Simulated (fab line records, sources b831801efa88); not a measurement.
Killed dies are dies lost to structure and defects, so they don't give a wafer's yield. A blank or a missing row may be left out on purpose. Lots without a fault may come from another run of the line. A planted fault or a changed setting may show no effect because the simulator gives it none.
One fault seen from 2 desks | flow sky130 | each desk has only its own numbers; what lay behind them comes last

THE TOOL OWNER'S DESK: litho_track-04
The tool's own readings at SKY_VT_ADJUST_HVTP_COAT_02 (resist thk 1140 nm): means of the sampled wafers that have a number, for each lot that ran on this tool. A lot is out of limits, marked OUT, if its mean lies more than 4 standard deviations from the usual mean; the brackets give that distance.
Columns: A = chill_plate_temp_C at SKY_VT_ADJUST_HVTP_COAT_02, usual 23.00 C; B = resist_line_temp_C at SKY_VT_ADJUST_HVTP_COAT_02, usual 23.03 C; C = spin_speed_rpm at SKY_VT_ADJUST_HVTP_COAT_02, usual 3000.4 rpm
lot  | first seen here | A     | B     | C
L168 | day 8 00:07     | 22.86 | 22.91 | 3000.9
L173 | day 9 09:22     | 22.98 | 22.96 | 3101.6 (+53) OUT
L176 | day 10 02:50    | 22.98 | 23.04 | 3101.0 (+53) OUT
This desk's finding: out of limits on L173, L176; first on L173, day 9 09:22 (spin_speed_rpm at SKY_VT_ADJUST_HVTP_COAT_02). In limits: L168.

THE METROLOGY DESK
What the gauges read, lot by lot, whatever tool the lot ran on: means of the sampled wafers that have a number. A lot is out of limits, marked OUT, if its mean lies more than 4 standard deviations from the usual mean; the brackets give that distance.
Columns: A = NWELL_TW at SKY_NWELL_TW_MEAS_15, usual 1809; B = NWELL_2_TW at SKY_NWELL_TW_MEAS_26, usual 496
lot  | first seen here | A    | B
L160 | day 4 20:13     | 1822 | 496
L162 | day 5 02:39     | 1811 | 496
L163 | day 5 11:11     | 1809 | 496
L164 | day 5 18:04     | 1823 | 496
L166 | day 6 07:35     | 1818 | 496
L167 | day 6 12:06     | 1819 | 495
L168 | day 6 18:02     | 1822 | 494
L173 | day 8 01:15     | 1786 | 497
L176 | day 8 17:38     | 1785 | 497
L179 | day 9 13:49     | 1801 | 487
L180 | day 9 20:17     | 1821 | 498
L181 | day 10 01:05    | 1833 | 490
This desk's finding: nothing out of limits on any of the 12 lots.

PUT TOGETHER
The tool owner's desk could have raised an alarm at day 9 09:22, on L173, L176.
The metrology desk saw nothing out of limits.
The metrology desk has L173, L176 on record, within its limits.
Of the lots named, all ran SKY_VT_ADJUST_HVTP_COAT_02 on litho_track-04.

WHAT THE SIMULATOR HAD PUT IN
Process parameter drift: litho_track-04, from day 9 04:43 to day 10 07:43, at SKY_VT_ADJUST_HVTP_COAT_02. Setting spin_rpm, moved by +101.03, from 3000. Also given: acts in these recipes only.
Lots struck among those shown: L173, L176.
Hours from the fault's start to each desk's first reading out of limits: the tool owner's desk, 5.
